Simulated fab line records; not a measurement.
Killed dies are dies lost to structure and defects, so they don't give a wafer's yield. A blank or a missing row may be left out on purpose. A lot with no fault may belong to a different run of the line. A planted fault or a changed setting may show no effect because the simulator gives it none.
Split-lot study ; flow sky130 ; on a route of 708 steps: 5 lots, 23 wafers read

== ABOUT THE SPLIT ==
At SKY_SONOS_TUNNEL_DEVELOP_06 (develop time 60 s), the setting develop time s was moved away from the recipe's 60 s on 11 of the 23 wafers read, by -13.2% to +12.4%. This setting was run at the recipe's value on the other wafers.

Split to reading: the file shows no intervening step.

== THE READING ==
At SKY_SONOS_TUNNEL_CD_MEAS_07: cd nm in nanometres, against a target cd of 410 nm. A value of 409.8 nm with a standard deviation of 2.5 nm is what fault-free wafers of this fab line usually give.

wafer;tool, chamber at the split;develop time s as run, s;against the recipe;cd nm, nm;against lot-mates on the recipe
L074.1;litho track-03, 0;52.09;-13.2%;393.9;-14.3
L074.2;litho track-03, 0;52.09;-13.2%;393.0;-15.2
L074.3;litho track-03, 0;52.09;-13.2%;396.0;-12.2
L074.4;litho track-03, 0;60;recipe;407.0;-
L074.6;litho track-03, 0;60;recipe;409.4;-
L077.1;litho track-04, 0;57.03;-4.9%;406.3;-6.4
L077.2;litho track-04, 0;60;recipe;413.1;-
L077.3;litho track-04, 0;57.03;-4.9%;404.2;-8.5
L077.4;litho track-04, 0;60;recipe;412.3;-
L077.5;litho track-04, 0;57.03;-4.9%;406.3;-6.4
L079.1;litho track-01, 0;60;recipe;408.9;-
L079.4;litho track-01, 0;60;recipe;406.3;-
L079.5;litho track-01, 0;60;recipe;407.7;-
L080.1;litho track-04, 0;56.7;-5.5%;412.8;-1.5
L080.2;litho track-04, 0;60;recipe;413.2;-
L080.4;litho track-04, 0;56.7;-5.5%;410.3;-4.0
L080.5;litho track-04, 0;56.7;-5.5%;409.7;-4.6
L080.6;litho track-04, 0;60;recipe;415.4;-
L085.1;litho track-03, 0;67.46;+12.4%;422.2;+10.8
L085.2;litho track-03, 0;60;recipe;410.7;-
L085.3;litho track-03, 0;60;recipe;412.8;-
L085.4;litho track-03, 0;67.46;+12.4%;422.7;+11.3
L085.6;litho track-03, 0;60;recipe;410.6;-

FIT RESULTS
A straight line over all 23 wafers: cd nm changes by +1.03 nm for each +1% of develop time s; r = +0.90; the points scatter about the line by 3.3 nm.
The same after taking each lot's own level away (the mean of its wafers on the recipe; 23 wafers): +0.98 nm for each +1%; r = +0.97; scatter 1.6 nm.
That fit puts the effect of the largest move of develop time s on the reading at 13 nm.
The span of the lots' own levels, 407.63 to 414.30 nm, comes to 2.7 times the standard deviation stated above.
So the lot-to-lot level changes the slope little: the two slopes agree.
Check: with one of the wafers moved furthest among these (-13.2%) left out of the fit, the line predicts -12.9 nm for it against its lot-mates. Against them it came out at -14.3 nm.

== OTHER SPLITS APPLIED TO THESE WAFERS ==
These wafers also went through other splits before the reading. Each is held against what the fit with the lots' levels taken away leaves over:
other split on the same wafers;wafers away from the commonest value;r with cd nm (lot level and that fit taken away)
SKY_VT_ADJUST_PCH_IMPLANT_08 energy kev;11;+0.33

== FILE'S OWN FIT ==
cd nm changes by +0.977 nm for each +1% of develop time s, r = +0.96.
